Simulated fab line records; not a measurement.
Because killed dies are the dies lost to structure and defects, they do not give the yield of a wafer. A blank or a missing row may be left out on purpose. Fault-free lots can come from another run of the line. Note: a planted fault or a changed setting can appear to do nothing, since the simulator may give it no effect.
Chamber matching + flow sky130 + SKY_VIA3_CMP_24 on cmp-01: 4 sister chambers
The step polishes, stops on SiO2, t overpolish 20 s, target thk 0 nm. 33 wafers are shown with their chamber, then 12 later ones without.

EACH WAFER AND ITS CHAMBER
| wafer  | chamber | motorCurrentA (A) | timeToEndpointS (s) | retainingRingPressureFrac |
|--------|---------|-------------------|---------------------|---------------------------|
| L074.2 | 1       | 11.9              | 92                  | 0.988                     |
| L074.4 | 2       | 10.4              | 96                  | 1.011                     |
| L074.5 | 2       | 10.0              | 95                  | 1.006                     |
| L075.1 | 2       | 9.9               | 97                  | 1.009                     |
| L075.2 | 1       | 11.3              | 89                  | 1.001                     |
| L075.3 | 0       | 8.9               | 89                  | 1.000                     |
| L078.2 | 1       | 10.9              | 91                  | 1.001                     |
| L078.5 | 3       | 9.0               | 99                  | 0.996                     |
| L078.6 | 2       | 9.9               | 93                  | 1.005                     |
| L079.1 | 3       | 8.7               | 98                  | 1.001                     |
| L079.3 | 1       | 11.8              | 98                  | 1.006                     |
| L079.6 | 3       | 8.9               | 98                  | 0.991                     |
| L080.1 | 2       | 9.7               | 92                  | 1.001                     |
| L080.4 | 3       | 9.0               | 93                  | 1.003                     |
| L080.5 | 1       | 11.2              | 91                  | 1.006                     |
| L081.1 | 2       | 10.1              | 97                  | 1.009                     |
| L081.2 | 0       | 8.4               | 92                  | 1.001                     |
| L081.4 | 3       | 9.0               | 94                  | 0.994                     |
| L084.1 | 0       | 9.5               | 89                  | 0.992                     |
| L084.3 | 3       | 9.0               | 93                  | 0.999                     |
| L084.5 | 3       | 9.0               | 90                  | 1.002                     |
| L086.1 | 1       | 12.0              | 86                  | 0.999                     |
| L086.2 | 3       | 9.0               | 93                  | 0.996                     |
| L086.5 | 3       | 9.0               | 94                  | 0.998                     |
| L087.1 | 2       | 9.4               | 92                  | 1.000                     |
| L087.3 | 3       | 8.9               | 94                  | 0.986                     |
| L087.6 | 3       | 9.1               | 90                  | 0.990                     |
| L091.2 | 0       | 9.2               | 89                  | 0.995                     |
| L091.3 | 3       | 9.1               | 92                  | 1.002                     |
| L091.6 | 2       | 9.3               | 93                  | 1.001                     |
| L088.1 | 0       | 9.2               | 88                  | 0.999                     |
| L088.4 | 1       | 11.2              | 89                  | 0.991                     |
| L088.5 | 3       | 8.6               | 89                  | 1.002                     |

SIGNATURES, as means of the wafers listed above
| reading                   | chamber 0 | chamber 1 | chamber 2 | chamber 3 | scatter within a chamber |
|---------------------------|-----------|-----------|-----------|-----------|--------------------------|
| motorCurrentA             | 9.040     | 11.471    | 9.838     | 8.946     | 0.318                    |
| timeToEndpointS           | 89.40     | 90.86     | 94.38     | 93.62     | 2.89                     |
| retainingRingPressureFrac | 0.99740   | 0.99886   | 1.00525   | 0.99692   | 0.00533                  |
Rule: for a wafer and a chamber, the distance is found by dividing, reading by reading, the gap between the wafer's reading and the chamber's mean by the reading's scatter, squaring, summing and taking the root. The wafer belongs to the nearest chamber; if the next one is less than 2 further off, it can't be placed. The scatter is the square root of a quotient: the sum, over the shown wafers, of each reading's squared deviation from its chamber's mean, divided by wafers minus chambers.

WAFERS WHOSE CHAMBER IS MISSING
| wafer  | motorCurrentA (A) | timeToEndpointS (s) | retainingRingPressureFrac |
|--------|-------------------|---------------------|---------------------------|
| L092.1 | 11.1              | 90                  | 0.998                     |
| L092.3 | 8.8               | 95                  | 1.000                     |
| L092.4 | 8.9               | 89                  | 1.003                     |
| L094.3 | 10.1              | 96                  | 1.000                     |
| L094.5 | 9.9               | 92                  | 1.001                     |
| L094.6 | 11.7              | 89                  | 0.998                     |
| L095.3 | 9.9               | 90                  | 1.003                     |
| L095.4 | 11.6              | 89                  | 1.005                     |
| L095.6 | 10.0              | 87                  | 1.002                     |
| L097.2 | 10.1              | 88                  | 0.993                     |
| L097.4 | 8.8               | 88                  | 0.992                     |
| L097.5 | 11.0              | 89                  | 0.995                     |

WHICH CHAMBER EACH WENT THROUGH
| wafer  | from the rows above               | in truth |
|--------|-----------------------------------|----------|
| L092.1 | 1                                 | 1        |
| L092.3 | can't be placed: 3 or 0           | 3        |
| L092.4 | can't be placed: 0 or 3           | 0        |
| L094.3 | 2                                 | 2        |
| L094.5 | can't be placed: 2 or 0 or 3      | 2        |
| L094.6 | 1                                 | 1        |
| L095.3 | can't be placed: 2 or 0 or 3      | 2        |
| L095.4 | 1                                 | 1        |
| L095.6 | can't be placed: 2 or 0 or 3      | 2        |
| L097.2 | can't be placed: 2 or 0 or 3 or 1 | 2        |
| L097.4 | can't be placed: 0 or 3           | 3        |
| L097.5 | 1                                 | 1        |
Correctly placed: 5 of 12. Not placeable from these rows: 7 (in 7, the candidates include the true chamber). Wrongly placed: 0.
